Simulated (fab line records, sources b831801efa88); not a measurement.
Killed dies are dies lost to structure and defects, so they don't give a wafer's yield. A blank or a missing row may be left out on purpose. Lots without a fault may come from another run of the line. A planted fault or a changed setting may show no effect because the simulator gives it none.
Chamber matching | flow gf180mcu | GF_PSD_CLEAN_12 on wet_bench-03: 3 sister chambers
The step cleans in SC1/SC2, time 150 s. 14 wafers are shown with their chamber, then 7 later ones without.

WAFERS WITH THEIR CHAMBER
wafer  | chamber | run_length_s (s)
L131.2 | 0       | 176
L131.3 | 0       | 176
L131.6 | 0       | 176
L132.2 | 1       | 176
L132.3 | 1       | 176
L132.4 | 1       | 176
L133.1 | 0       | 185
L133.5 | 0       | 185
L133.6 | 0       | 185
L136.2 | 1       | 177
L136.5 | 1       | 177
L136.6 | 1       | 177
L138.3 | 3       | 178
L138.5 | 3       | 178

SIGNATURES (means of the wafers above)
reading      | chamber 0 | chamber 1 | chamber 3 | scatter within a chamber
run_length_s | 180.50    | 176.50    | 178.00    | 3.34
Rule: a wafer's distance from a chamber is the root of the sum, over the readings, of the square of ((its reading less the chamber's mean) divided by the reading's scatter). The wafer belongs to the nearest chamber; if the next one is less than 2 further off, it can't be placed. The scatter: the root of (the sum of the squares of (reading less its chamber's mean) over the shown wafers, divided by (wafers less chambers)).

WAFERS WITHOUT THEIR CHAMBER
wafer  | run_length_s (s)
L138.6 | 178
L140.2 | 176
L140.3 | 176
L140.6 | 176
L143.1 | 183
L143.5 | 183
L143.6 | 183

WHICH CHAMBER EACH WENT THROUGH
wafer  | from the rows above          | in truth
L138.6 | can't be placed: 3 or 1 or 0 | 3
L140.2 | can't be placed: 1 or 3 or 0 | 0
L140.3 | can't be placed: 1 or 3 or 0 | 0
L140.6 | can't be placed: 1 or 3 or 0 | 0
L143.1 | can't be placed: 0 or 3 or 1 | 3
L143.5 | can't be placed: 0 or 3 or 1 | 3
L143.6 | can't be placed: 0 or 3 or 1 | 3
Placed correctly: 0 of 7. Can't be placed from these rows: 7 (the true chamber is among the candidates in 7). Placed wrongly: 0.
